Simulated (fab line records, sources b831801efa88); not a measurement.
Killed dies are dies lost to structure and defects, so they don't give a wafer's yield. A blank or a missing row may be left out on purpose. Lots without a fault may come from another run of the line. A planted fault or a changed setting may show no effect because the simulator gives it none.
Which tool did it? | flow sky130 | 10 lots, 30 wafers sampled, at 6 steps of a route of 708

WHAT THE GAUGES READ, wafer by wafer
SKY_SPACER_THK_MEAS_01. Usual: SPACER_CVD_00_THK 43.1 nm, standard deviation 0.44.
lot  | measured     | on            | SPACER_CVD_00_THK (nm)        | flag
L610 | day 23 08:55 | film_metro-03 | 43.0 42.9 43.2                |
L611 | day 23 11:28 | film_metro-01 | 42.4 42.5 42.5                |
L612 | day 23 22:37 | film_metro-03 | 43.2 43.2 43.0                |
L613 | day 23 23:50 | film_metro-02 | 43.2 43.7 43.4                |
L617 | day 25 10:25 | film_metro-01 | 43.1 43.3 42.9                |
L619 | day 26 05:09 | film_metro-02 | 42.9 43.2 43.3                |
L622 | day 27 22:11 | film_metro-03 | 43.3 43.2 43.1                |
L623 | day 27 18:32 | film_metro-03 | 43.9 43.6 43.7                |
L627 | day 29 07:05 | film_metro-02 | 45.9 45.4 44.4 46.0 45.3 44.4 | OFF
L629 | day 29 10:28 | film_metro-02 | 46.7 47.2 47.3 46.7 47.2 47.3 | OFF

SKY_METAL2_OVL_MEAS_16. Usual: METAL2_OVL 0 nm, standard deviation 4.6.
lot  | measured     | on         | METAL2_OVL (nm) | flag
L610 | day 35 12:28 | overlay-02 | 1 -2 -4         |
L611 | day 35 12:44 | overlay-02 | -4 -7 2         |
L612 | day 35 21:59 | overlay-02 | 1 2 -2          |
L613 | day 35 23:02 | overlay-02 | 2 1 -5          |
L617 | day 37 05:32 | overlay-02 | -1 -6 2         |
L619 | day 37 19:46 | overlay-02 | 7 4 8           |
L622 | day 39 09:45 | overlay-01 | -3 2 -2         |
L623 | day 39 07:00 | overlay-01 | -5 -7 -4        |
L627 | day 40 14:11 | overlay-01 | -5 -2 -4        |
L629 | day 40 19:00 | overlay-02 | 6 5 6           |

WHICH TOOL RAN EACH LOT (tool, then ch and the chambers of the sampled wafers, then the start)
lot  | SKY_VT_ADJUST_LVTN_STRIP_09          | SKY_SPACER_CVD_00           | SKY_SPACER_ETCHBACK_02             | SKY_METAL2_SPUTTER_04
L610 | plasma_asher-04 ch 0,1, day 6 23:44  | lpcvd-02 ch 1, day 23 07:41 | rie_diel-03 ch 1,2, day 23 08:57   | pvd_sputter-02, day 34 08:58
L611 | plasma_asher-01 ch 0,1, day 7 02:48  | lpcvd-02 ch 1, day 23 10:15 | rie_diel-02 ch 1,3, day 23 11:31   | pvd_sputter-03, day 34 09:50
L612 | plasma_asher-01 ch 0,1, day 7 10:36  | lpcvd-02 ch 1, day 23 21:25 | rie_diel-03 ch 0,1,2, day 23 22:41 | pvd_sputter-02, day 34 19:01
L613 | plasma_asher-01 ch 0,1, day 7 13:27  | lpcvd-02 ch 0, day 23 22:37 | rie_diel-02 ch 1,2,3, day 23 23:53 | pvd_sputter-01, day 34 20:04
L617 | plasma_asher-02 ch 0,1, day 8 19:45  | lpcvd-02 ch 1, day 25 08:36 | rie_diel-03 ch 0,1,3, day 25 10:28 | pvd_sputter-01, day 36 04:31
L619 | plasma_asher-02 ch 0,1, day 9 07:20  | lpcvd-02 ch 0, day 26 03:55 | rie_diel-02 ch 1,2,3, day 26 05:11 | pvd_sputter-03, day 36 18:14
L622 | plasma_asher-01 ch 0,1, day 10 02:50 | lpcvd-02 ch 0, day 27 20:20 | rie_diel-02 ch 0,1,2, day 27 22:13 | pvd_sputter-03, day 38 08:52
L623 | plasma_asher-01 ch 0,1, day 10 10:18 | lpcvd-02 ch 0, day 27 17:20 | rie_diel-02 ch 0,1,2, day 27 18:35 | pvd_sputter-01, day 38 05:03
L627 | plasma_asher-04 ch 0,1, day 11 10:51 | lpcvd-02 ch 0, day 29 04:22 | rie_diel-02 ch 1,3, day 29 09:09   | pvd_sputter-02, day 39 13:26
L629 | plasma_asher-04 ch 0,1, day 11 23:30 | lpcvd-02 ch 0, day 29 08:39 | rie_diel-02 ch 1,3, day 29 14:17   | pvd_sputter-03, day 39 17:56
- SKY_VT_ADJUST_LVTN_STRIP_09: strips in O2/N2.
- SKY_SPACER_CVD_00: deposits Si3N4 from DCS/NH3, target thk 43.1 nm, time 740 s.
- SKY_SPACER_ETCHBACK_02: etches Si3N4 in CH3F/O2, stops on SiO2, time 46.7 s, target depth 45 nm.
- SKY_METAL2_SPUTTER_04: material TiN, target thk 70 nm, time 58.3 s.

WHAT THE TOOLS THEMSELVES READ (means of the sampled wafers that have a number; where no wafer has one, the mark that the record gives instead)
SKY_VT_ADJUST_LVTN_STRIP_09. Usual: drypump_motor_current_A 5.18 A, standard deviation 0.21; oes_product_au 0.722 a.u., standard deviation 0.0042; strip_time_to_endpoint_s 36.85 s, standard deviation 0.11.
lot  | tool            | drypump_motor_current_A (A) | oes_product_au (a.u.) | strip_time_to_endpoint_s (s) | flag
L610 | plasma_asher-04 | 5.26                        | 0.722                 | 36.91                        |
L611 | plasma_asher-01 | 5.03                        | 0.724                 | 36.91                        |
L612 | plasma_asher-01 | 5.06                        | 0.723                 | 36.89                        |
L613 | plasma_asher-01 | 5.05                        | 0.721                 | 36.79                        |
L617 | plasma_asher-02 | 5.42                        | 0.722                 | 36.93                        |
L619 | plasma_asher-02 | 5.19                        | 0.721                 | 36.96                        |
L622 | plasma_asher-01 | 5.04                        | 0.719                 | 36.69                        |
L623 | plasma_asher-01 | 5.07                        | 0.723                 | 36.84                        |
L627 | plasma_asher-04 | 5.19                        | 0.719                 | 36.82                        |
L629 | plasma_asher-04 | 5.28                        | 0.726                 | 36.97                        |

SKY_SPACER_CVD_00. Usual: spike_tc_centre_C 771.0 C, standard deviation 0.89; spike_tc_upper_C 771.2 C, standard deviation 1.1; zone_power_centre_pct 14.39 %, standard deviation 0.18; zone_power_upper_pct 11.5 %, standard deviation 0.38.
lot  | tool     | spike_tc_centre_C (C) | spike_tc_upper_C (C) | zone_power_centre_pct (%) | zone_power_upper_pct (%) | flag
L610 | lpcvd-02 | 771.0                 | 770.6                | 14.19                     | 11.9                     |
L611 | lpcvd-02 | 771.3                 | 771.7                | 14.26                     | 11.9                     |
L612 | lpcvd-02 | 772.1                 | 772.3                | 14.27                     | 12.0                     |
L613 | lpcvd-02 | 771.5                 | 770.2                | 14.55                     | 11.2                     |
L617 | lpcvd-02 | 770.9                 | 772.4                | 14.33                     | 11.9                     |
L619 | lpcvd-02 | 771.0                 | 770.4                | 14.50                     | 11.1                     |
L622 | lpcvd-02 | 770.3                 | 770.6                | 14.50                     | 11.1                     |
L623 | lpcvd-02 | 770.5                 | 770.6                | 14.49                     | 11.1                     |
L627 | lpcvd-02 | 784.0                 | 769.0                | 18.12                     | 9.7                      | OFF
L629 | lpcvd-02 | 783.7                 | 769.1                | 18.18                     | 9.6                      | OFF

SKY_SPACER_ETCHBACK_02. Usual: bias_w 80.00 W, standard deviation 0.22; drypump_motor_current_A 5.9 A, standard deviation 0.49; oes_product_au 0.855 a.u., standard deviation 0.0061; throttle_valve_pct 10.562 %, standard deviation 0.01.
lot  | tool        | bias_w (W) | drypump_motor_current_A (A) | oes_product_au (a.u.) | throttle_valve_pct (%) | flag
L610 | rie_diel-03 | 80.03      | 5.7                         | 0.860                 | 10.567                 |
L611 | rie_diel-02 | 79.93      | 6.0                         | 0.847                 | 10.572                 |
L612 | rie_diel-03 | 79.96      | 5.9                         | 0.858                 | 10.563                 |
L613 | rie_diel-02 | 80.10      | 6.0                         | 0.859                 | 10.557                 |
L617 | rie_diel-03 | 79.69      | 6.0                         | 0.856                 | 10.569                 |
L619 | rie_diel-02 | 79.96      | 6.0                         | 0.856                 | 10.555                 |
L622 | rie_diel-02 | 79.79      | 5.7                         | 0.855                 | 10.553                 |
L623 | rie_diel-02 | 79.94      | 5.7                         | 0.862                 | 10.560                 |
L627 | rie_diel-02 | 79.74      | 5.9                         | 0.880                 | 10.560                 | OFF
L629 | rie_diel-02 | 80.00      | 5.9                         | 0.898                 | 10.561                 | OFF

SKY_METAL2_SPUTTER_04. Usual: cathode_dc_power_W 6500.3 W, standard deviation 1.1; throttle_valve_pct 30.1 %, standard deviation 0.89.
lot  | tool           | cathode_dc_power_W (W) | throttle_valve_pct (%) | flag
L610 | pvd_sputter-02 | 6500.7                 | 29.3                   |
L611 | pvd_sputter-03 | 6501.6                 | 29.6                   |
L612 | pvd_sputter-02 | 6499.1                 | 29.7                   |
L613 | pvd_sputter-01 | 6501.0                 | 30.7                   |
L617 | pvd_sputter-01 | 6501.1                 | 30.9                   |
L619 | pvd_sputter-03 | 6501.7                 | 30.0                   |
L622 | pvd_sputter-03 | 6501.2                 | 29.7                   |
L623 | pvd_sputter-01 | 6500.5                 | 31.2                   |
L627 | pvd_sputter-02 | 6500.0                 | 29.2                   |
L629 | pvd_sputter-03 | 6501.4                 | 30.0                   |

THE ANSWER, worked out from the rows above alone
Rule: a lot is off if the mean of its wafers that have a number lies more than 3 standard deviations from the usual mean. A lot without any number at a reading at which 4 lots or more have one is off too. The other lots that the step has rows for count as sound. The gauges are gone through in route order, then the tools' own readings, and for those a lot's mean is taken as printed above. The first step at which some lot is off is used, and at that step the reading that is off furthest; a lot without a number counts as furthest.
Off: L627, L629, at SKY_SPACER_THK_MEAS_01 (SPACER_CVD_00_THK).
A tool fits if, at a process step before that reading, it ran every lot that is off, and no sound lot after the first of them. The gauges at SKY_SPACER_THK_MEAS_01 aren't tried: what is off there is off at SKY_SPACER_CVD_00 too, on other tools, and a gauge's error can't cause that. Can't be told from this: 2 tools fit, plasma_asher-04 at SKY_VT_ADJUST_LVTN_STRIP_09, lpcvd-02 at SKY_SPACER_CVD_00.

WHAT THE SIMULATOR HAD PUT IN
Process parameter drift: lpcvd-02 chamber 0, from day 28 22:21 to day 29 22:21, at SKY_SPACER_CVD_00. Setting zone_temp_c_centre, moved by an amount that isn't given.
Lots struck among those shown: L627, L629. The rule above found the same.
